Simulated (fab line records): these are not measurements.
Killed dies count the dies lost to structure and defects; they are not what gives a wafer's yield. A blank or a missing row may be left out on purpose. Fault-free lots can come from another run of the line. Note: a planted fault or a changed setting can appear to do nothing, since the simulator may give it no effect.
Which of the tools did it? + flow gf180mcu + 14 lots with 42 wafers sampled at 5 steps, on a route of 602 steps

== WHAT THE GAUGES SHOWED, per wafer ==
GF_POLY_GATE_CD_MEAS_18. Usual: cd-nm reads 280.0 nm (standard deviation 1.7).
| lot  | measured     | on        | cd-nm (nm)        | flag |
|------|--------------|-----------|-------------------|------|
| L472 | day 9 07:19  | cd-sem-02 | 278.5 280.2 279.6 |      |
| L473 | day 9 17:23  | cd-sem-02 | 283.1 282.5 281.2 |      |
| L474 | day 10 00:23 | cd-sem-02 | 278.1 277.2 279.6 |      |
| L475 | day 10 03:43 | cd-sem-01 | 280.5 277.7 278.4 |      |
| L476 | day 10 13:03 | cd-sem-01 | 280.6 281.6 281.3 |      |
| L482 | day 12 14:51 | cd-sem-01 | 279.8 279.0 278.4 |      |
| L484 | day 12 22:46 | cd-sem-01 | 278.4 278.5 275.9 |      |
| L487 | day 13 22:42 | cd-sem-01 | 278.8 278.8 279.3 |      |
| L488 | day 14 03:26 | cd-sem-01 | 280.2 278.9 280.5 |      |
| L489 | day 14 10:49 | cd-sem-01 | 281.3 279.5 279.2 |      |
| L491 | day 15 00:08 | cd-sem-02 | 282.1 279.5 281.0 |      |
| L493 | day 15 11:49 | cd-sem-02 | 280.1 280.2 279.8 |      |
| L494 | day 15 19:12 | cd-sem-02 | 281.7 282.3 282.1 |      |
| L495 | day 16 00:41 | cd-sem-02 | 280.4 278.2 280.0 |      |

GF_HV_LDD_TW_MEAS_11. Usual: for HV_LDD_TW the level is 2409 and the standard deviation is 21.
| lot  | measured     | on            | HV_LDD_TW      | flag |
|------|--------------|---------------|----------------|------|
| L472 | day 10 00:39 | film-metro-01 | 2412 2420 2417 |      |
| L473 | day 10 11:34 | film-metro-02 | 2406 2423 2420 |      |
| L474 | day 10 18:39 | film-metro-01 | 2412 2414 2414 |      |
| L475 | day 10 22:17 | film-metro-04 | 2390 2376 2384 |      |
| L476 | day 11 07:49 | film-metro-02 | 2432 2408 2421 |      |
| L482 | day 13 09:48 | film-metro-01 | 2434 2428 2421 |      |
| L484 | day 13 18:40 | film-metro-02 | 2423 2421 2426 |      |
| L487 | day 14 19:29 | film-metro-01 | 2437 2418 2436 |      |
| L488 | day 15 00:55 | film-metro-04 | 2385 2369 2394 |      |
| L489 | day 15 08:28 | film-metro-04 | 2380 2368 2361 |      |
| L491 | day 15 21:25 | film-metro-04 | 2376 2359 2372 |      |
| L493 | day 16 10:34 | film-metro-02 | 2402 2406 2400 |      |
| L494 | day 16 18:35 | film-metro-02 | 2415 2397 2401 |      |
| L495 | day 16 23:38 | film-metro-02 | 2411 2415 2395 |      |

GF_HV_LDD_THK_MEAS_57. Usual: for HV_LDD_CVD_56_THK the level is 90.3 nm and the standard deviation is 1.1.
| lot  | measured     | on            | HV_LDD_CVD_56_THK (nm) | flag |
|------|--------------|---------------|------------------------|------|
| L472 | day 12 13:41 | film-metro-02 | 89.0 88.8 88.8         |      |
| L473 | day 13 02:16 | film-metro-02 | 91.1 90.8 90.3         |      |
| L474 | day 13 10:03 | film-metro-01 | 89.7 90.1 89.6         |      |
| L475 | day 13 15:50 | film-metro-04 | 89.8 89.9 90.4         |      |
| L476 | day 13 21:07 | film-metro-04 | 89.7 89.2 89.0         |      |
| L482 | day 16 05:07 | film-metro-02 | 89.9 91.0 90.7         |      |
| L484 | day 16 15:16 | film-metro-01 | 90.1 90.0 89.7         |      |
| L487 | day 17 18:08 | film-metro-02 | 90.5 92.1 91.2         |      |
| L488 | day 18 01:29 | film-metro-01 | 88.7 89.7 89.4         |      |
| L489 | day 18 09:15 | film-metro-04 | 89.5 91.3 90.4         |      |
| L491 | day 18 22:49 | film-metro-04 | 89.4 89.3 89.5         |      |
| L493 | day 19 10:52 | film-metro-04 | 90.8 90.7 90.4         |      |
| L494 | day 20 00:14 | film-metro-04 | 90.5 90.4 89.7         |      |
| L495 | day 20 03:42 | film-metro-01 | 90.2 89.8 89.9         |      |

GF_NSD_CD_MEAS_07: target cd 400 nm. Usual: cd-nm reads 399.8 nm (standard deviation 2.1).
| lot  | measured     | on        | cd-nm (nm)        | flag |
|------|--------------|-----------|-------------------|------|
| L472 | day 13 08:43 | cd-sem-01 | 398.9 401.4 399.3 |      |
| L473 | day 13 21:46 | cd-sem-01 | 399.8 400.2 400.5 |      |
| L474 | day 14 06:24 | cd-sem-02 | 397.5 398.3 399.3 |      |
| L475 | day 14 12:28 | cd-sem-02 | 402.6 400.9 400.6 |      |
| L476 | day 14 17:48 | cd-sem-02 | 398.4 397.1 398.3 |      |
| L482 | day 17 03:29 | cd-sem-02 | 296.6 300.0 298.1 | OFF  |
| L484 | day 17 14:22 | cd-sem-01 | 299.3 301.5 299.1 | OFF  |
| L487 | day 18 17:42 | cd-sem-02 | 401.3 397.2 400.3 |      |
| L488 | day 19 00:54 | cd-sem-02 | 396.9 398.4 398.2 |      |
| L489 | day 19 07:57 | cd-sem-02 | 398.0 396.2 398.3 |      |
| L491 | day 19 22:28 | cd-sem-01 | 401.9 403.8 402.7 |      |
| L493 | day 20 10:55 | cd-sem-02 | 397.7 398.7 395.8 |      |
| L494 | day 21 00:10 | cd-sem-02 | 402.4 403.3 401.9 |      |
| L495 | day 21 03:38 | cd-sem-02 | 401.7 402.5 400.7 |      |

== TOOL THAT RAN EACH LOT (tool first, then ch and the chambers of the sampled wafers, then the start) ==
| lot  | GF_NSD_DEVELOP_06                 |
|------|-----------------------------------|
| L472 | litho-track-01 ch 0, day 13 08:29 |
| L473 | litho-track-04 ch 0, day 13 21:37 |
| L474 | litho-track-01 ch 0, day 14 06:15 |
| L475 | litho-track-01 ch 0, day 14 12:20 |
| L476 | litho-track-04 ch 0, day 14 17:39 |
| L482 | litho-track-01 ch 0, day 17 03:21 |
| L484 | litho-track-01 ch 0, day 17 14:13 |
| L487 | litho-track-04 ch 0, day 18 17:33 |
| L488 | litho-track-04 ch 0, day 19 00:45 |
| L489 | litho-track-04 ch 0, day 19 07:48 |
| L491 | litho-track-01 ch 0, day 19 22:19 |
| L493 | litho-track-01 ch 0, day 20 10:46 |
| L494 | litho-track-03 ch 0, day 21 00:01 |
| L495 | litho-track-01 ch 0, day 21 03:30 |
- GF_NSD_DEVELOP_06: develop time 60 s.

== AS READ BY THE TOOLS THEMSELVES (means over the sampled wafers that have a number; for cases with no such wafer, the mark the record gives instead) ==
GF_NSD_DEVELOP_06. Usual: exhaust-pa reads 45.1 Pa (standard deviation 1.1).
| lot  | tool           | exhaust-pa (Pa) | flag |
|------|----------------|-----------------|------|
| L472 | litho-track-01 | 44.9            |      |
| L473 | litho-track-04 | 44.8            |      |
| L474 | litho-track-01 | 44.8            |      |
| L475 | litho-track-01 | 44.3            |      |
| L476 | litho-track-04 | 44.7            |      |
| L482 | litho-track-01 | 44.4            |      |
| L484 | litho-track-01 | 43.7            |      |
| L487 | litho-track-04 | 47.2            |      |
| L488 | litho-track-04 | 45.2            |      |
| L489 | litho-track-04 | 44.9            |      |
| L491 | litho-track-01 | 46.8            |      |
| L493 | litho-track-01 | 44.7            |      |
| L494 | litho-track-03 | 45.8            |      |
| L495 | litho-track-01 | 44.8            |      |

== THE ANSWER, worked out from the rows above alone ==
Rule: take the mean of a lot's wafers that have a number; if it is more than 3 standard deviations from the usual mean, the lot is off. Also off: a lot with no number at a reading for which 4 or more lots have one. Any other lot the step has rows for is counted as sound. The gauges are gone through in route order, then the tools' own readings, and for those a lot's mean is taken as printed above. The first step at which some lot is off is used, and at that step the reading that is off furthest; a lot without a number counts as furthest.
Off: L482, L484 (GF_NSD_CD_MEAS_07, cd-nm).
A tool fits if, at a process step before that reading, it ran every lot that is off, and no sound lot after the first of them. Those tools and the gauges at GF_NSD_CD_MEAS_07 are tried in the same way. Not one of the candidates tried fits.

== WHAT WAS PUT IN BY THE SIMULATOR ==
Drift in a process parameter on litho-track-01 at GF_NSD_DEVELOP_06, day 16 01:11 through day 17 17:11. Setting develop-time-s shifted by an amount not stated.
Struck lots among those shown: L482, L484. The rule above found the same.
